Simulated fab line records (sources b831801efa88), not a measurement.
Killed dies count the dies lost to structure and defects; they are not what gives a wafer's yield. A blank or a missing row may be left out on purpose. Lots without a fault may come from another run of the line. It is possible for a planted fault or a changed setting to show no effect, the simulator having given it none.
One fault through the eyes of 2 desks :: flow gf180mcu :: numbers are kept per desk, each desk with only its own; the story behind them comes last

== FOR THE TOOL OWNER'S DESK: cvdW-01 ==
The tool's own readings at GF_V2_CVD_23 (deposits W, target thk 350 nm, time 104.94 s): means of the sampled wafers that have a number, for each lot that ran on this tool. A lot is out of limits, marked OUT, if its mean lies more than 4 standard deviations from the usual mean; the brackets give that distance.
Columns: A = chamberPressureTorr at GF_V2_CVD_23, usual 40.01 Torr; B = heaterPowerW at GF_V2_CVD_23, usual 859 W
lot: L353
first seen here: day 21 12:44
A: 40.10
B: 751

lot: L354
first seen here: day 21 23:19
A: 40.11
B: 817

lot: L356
first seen here: day 22 18:48
A: 40.11
B: 815

lot: L360
first seen here: day 24 07:17
A: 49.49 (+99 or more) OUT
B: 827

lot: L362
first seen here: day 24 21:46
A: 49.56 (+99 or more) OUT
B: 820

lot: L372
first seen here: day 27 22:14
A: 40.03
B: 885

lot: L373
first seen here: day 28 01:56
A: 39.98
B: 828
This desk's verdict: out of limits on L360, L362, starting with L360 at day 24 07:17 (chamberPressureTorr at GF_V2_CVD_23). In limits: L353, L354, L356, L372, L373.

== FROM THE METROLOGY DESK ==
What the gauges read for every lot (on any tool): the sampled wafers with a number, averaged. A lot is out of limits, marked OUT, if its mean lies more than 4 standard deviations from the usual mean; the brackets give that distance.
Columns: A = V2_W_RS at GF_V2_RS_MEAS_24, usual 0.327 ohm/sq; B = V2_W_THK at GF_V2_THK_MEAS_25, usual 358 nm
lot: L353
first seen here: day 21 12:51
A: 0.326
B: 356

lot: L354
first seen here: day 21 23:25
A: 0.324
B: 364

lot: L356
first seen here: day 22 18:55
A: 0.329
B: 359

lot: L360
first seen here: day 24 07:23
A: 0.296 (-9.2) OUT
B: 397 (+7.1) OUT

lot: L362
first seen here: day 24 21:52
A: 0.291 (-10) OUT
B: 403 (+8.1) OUT

lot: L363
first seen here: day 25 03:05
A: 0.326
B: 362

lot: L365
first seen here: day 25 20:52
A: 0.326
B: 355

lot: L371
first seen here: day 27 13:04
A: 0.327
B: 353

lot: L372
first seen here: day 27 22:21
A: 0.330
B: 355

lot: L373
first seen here: day 28 02:03
A: 0.328
B: 359
This desk reports L360, L362 out of limits; the earliest was L360 at day 24 07:23 (V2_W_RS at GF_V2_RS_MEAS_24). In limits: L353, L354, L356, L363, L365, L371, L372, L373.

== BROUGHT TOGETHER ==
At day 24 07:17, on L360, L362, the tool owner's desk was in a position to raise an alarm.
The metrology desk could have raised an alarm at day 24 07:23, on L360, L362.
On cvdW-01, each named lot ran GF_V2_CVD_23.

== WHAT THE SIMULATOR HAD PUT IN ==
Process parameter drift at GF_V2_CVD_23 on cvdW-01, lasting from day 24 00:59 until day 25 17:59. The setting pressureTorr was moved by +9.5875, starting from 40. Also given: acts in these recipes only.
Struck lots among those shown: L360, L362.
Hours from the fault's start to each desk's first reading out of limits: the tool owner's desk, 6; the metrology desk, 6.
